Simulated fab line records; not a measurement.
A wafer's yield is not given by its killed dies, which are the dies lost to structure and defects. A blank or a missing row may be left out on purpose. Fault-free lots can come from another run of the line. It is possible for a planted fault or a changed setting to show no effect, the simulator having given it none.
A struck lot beside a sound one + flow sky130 + 14 steps out of a route of 708
Sound: these wafers, L441.3, L441.4, L441.5. Wafers struck: L438.2, L438.3, L438.5. Last of all comes the cause.
At each step with rows: each side's tool, then ch and its chambers, then its first start. Under that, the readings that differ: sound wafers + struck wafers + difference of the means + sigmas: that difference in standard deviations of wafers without a fault.
alike: readings with means less than 2 such deviations apart, plus words and numbers identical on both sides. not compared: withheld readings, readings lacking a value on some wafer, bounds such as >300 that could conceal the same value, and numbers that have no deviation in the record and whose values overlap.
The two part at a step that has a row with sigmas, a row that says differs or no value, or rows on one side only. Non-overlapping numbers with no deviation appear without sigmas and do not part them. A reading that every wafer of one side lacks parts them only if that side has two wafers or more.

first, 1 step without rows for these wafers: SKY_VIA4_CMP_21 (polishes, stops on SiO2, t overpolish 25 s, target thk 0 nm).
SKY_METAL5_SPUTTER_00: material Ti, target thk 15 nm, time 10 s.
  struck on pvd sputter-02, day 46 20:47; sound on pvd sputter-04, day 47 18:56
  alike: throttle valve pct
SKY_METAL5_SPUTTER_01: material TiN, target thk 20 nm, time 16.7 s.
  struck on pvd sputter-02, day 46 20:48; sound on pvd sputter-04, day 47 18:57
  alike: throttle valve pct
SKY_METAL5_SPUTTER_02: material AlCu, target thk 1150 nm, time 61.2 s.
  struck on pvd sputter-02, day 46 20:50; sound on pvd sputter-04, day 47 18:59
  alike: throttle valve pct
SKY_METAL5_SPUTTER_03: material Ti, target thk 5 nm, time 3.3 s.
  struck on pvd sputter-02, day 46 20:53; sound on pvd sputter-04, day 47 19:02
  alike: throttle valve pct
SKY_METAL5_SPUTTER_04: material TiN, target thk 70 nm, time 58.3 s.
  struck on pvd sputter-02, day 46 20:54; sound on pvd sputter-04, day 47 19:03
  alike: throttle valve pct
SKY_METAL5_RS_MEAS_05: measures by four-point-probe.
  struck on film metro-02, day 46 20:58; sound on film metro-02, day 47 19:08
  alike: METAL5_ALCU_RS
SKY_METAL5_THK_MEAS_06: measures by xrf.
  struck on film metro-02, day 46 21:05; sound on film metro-02, day 47 19:14
  alike: METAL5_ALCU_THK
then, 4 steps without rows for these wafers: SKY_METAL5_DEHYDRATE_07 (time 60 s); SKY_METAL5_HMDS_08 (prime time 60 s); SKY_METAL5_COAT_09 (resist thk 1800 nm); SKY_METAL5_SOFTBAKE_10 (time 60 s).
SKY_METAL5_EXPOSE_11: exposes mask MM5, target cd 1600 nm.
  sound on iline stepper-02 ch 0, day 48 05:02; struck on iline stepper-01, day 47 07:00
  no value came back on the struck wafers for exposure dose mJ cm2, focus offset nm (nm), na; on the sound wafers exposure dose mJ cm2 reads 189.94 189.78 190.03
  alike: mask
after that, 1 step had no rows for these wafers: SKY_METAL5_PEB_12.

== WHERE THEY PART ==
Within this record, at SKY_METAL5_EXPOSE_11 only.

WHY: whatever the simulator had introduced
Entire step skipped (iline stepper-01, SKY_METAL5_EXPOSE_11), from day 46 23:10 onward. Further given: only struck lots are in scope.
